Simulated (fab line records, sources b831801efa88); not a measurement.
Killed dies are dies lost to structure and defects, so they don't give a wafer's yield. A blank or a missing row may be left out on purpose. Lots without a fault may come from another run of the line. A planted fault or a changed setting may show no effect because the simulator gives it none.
Problem report in the 8D (eight disciplines) form, filled by code | flow gf180mcu | the parts of the form that need people (team, actions taken, sign-off) are left out

1. THE PROBLEM
V5_W_RS at GF_V5_RS_MEAS_24 reads a mean of 0.3533 ohm/sq on 3 wafers of 2 lots; wafers without a fault read 0.3285 ohm/sq with a standard deviation of 0.0028. That is +8.8 standard deviations from the usual mean.
The step: measures by four-point-probe.
First seen on wafer L564.2, day 30 01:31, on film_metro-02. The record holds 42 wafers of 14 lots with a number at this step. Rule for "out", or "out of limits": more than 4 standard deviations from the usual mean. The other wafers with a number count as sound.

2. WHAT IT IS AND WHAT IT IS NOT
question                    | is                           | is not
which readings at this step | V5_W_RS                      | -
which lots                  | L564, L565                   | L555, L556, L557, L558, L559, L562, L573, L574, L575, L576, L577, L578
which wafers of those lots  | L564.2, L564.5, L565.1       | L564.6, L565.2, L565.5
read on which gauges        | film_metro-01, film_metro-02 | film_metro-03
when                        | from day 30 01:31            | up to then (19 sound wafers); but 20 sound wafers of L565, L573, L574, L575, L576, L577, L578 came after

3. SUSPECTS, AND WHAT RULES EACH OUT
Counting: a tool at a process step up to the reading stays a suspect if it ran every lot that is out. Sound lots after the first of them don't rule it out here, since some wafers of a struck lot are sound.
- the gauge at GF_V5_RS_MEAS_24: ruled out. The wafers that are out were read on 2 gauges (film_metro-01, film_metro-02).
- cvd_w-01 at GF_V5_CVD_23 (deposits W, target thk 350 nm, time 104.9 s): kept. It ran every lot that is out, first L564 (day 30 01:23); its last sound lot up to then is L562 (day 29 09:13). Its own readings are out on those wafers: chamber_pressure_Torr.
- Within cvd_w-01 at GF_V5_CVD_23: the wafers that are out ran in chamber 1; their sound lot-mates ran in chamber 0.
Left after counting: cvd_w-01 at GF_V5_CVD_23.

4. THE CAUSE (what the simulator had put in)
Process parameter drift: cvd_w-01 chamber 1, from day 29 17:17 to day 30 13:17, at GF_V5_CVD_23. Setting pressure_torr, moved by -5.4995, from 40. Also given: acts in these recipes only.
Counting left only this tool.

5. THE CHAIN OF EFFECTS, in route order
Each row: a reading whose mean over the struck wafers that have a number lies more than 3 standard deviations from the usual. Only readings for which the record gives a usual standard deviation are gone through. hours: the time from each lot's start at the first step in this table that gives one to its start at this step, as a median over the lots. sigmas: the change in usual standard deviations.
hours | step              | reading               | usual         | on struck wafers | change  | sigmas
0     | GF_V5_CVD_23      | chamber_pressure_Torr | 40.01 Torr    | 34.46            | -5.55   | -62
0     | GF_V5_RS_MEAS_24  | V5_W_RS               | 0.3285 ohm/sq | 0.3533           | +0.0248 | +8.8
0     | GF_V5_THK_MEAS_25 | V5_W_THK              | 337.5 nm      | 312.9            | -24.6   | -9.1
The process steps in it:
- GF_V5_CVD_23: deposits W, target thk 350 nm, time 104.9 s.

6. WHAT WOULD HAVE CAUGHT IT SOONER
In this record the first reading out of limits at a measuring or inspecting step was taken at day 30 01:31, 8 hours after the fault began at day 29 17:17.
The tool's own readings at GF_V5_CVD_23 were out on every struck wafer that the step has a row for (chamber_pressure_Torr): an alarm limit on them would have fired on the first of those.
Of the lots that are out (2), L565 began GF_V5_CVD_23 on cvd_w-01 after day 30 01:31. A hold on the tool at that time would have spared it.
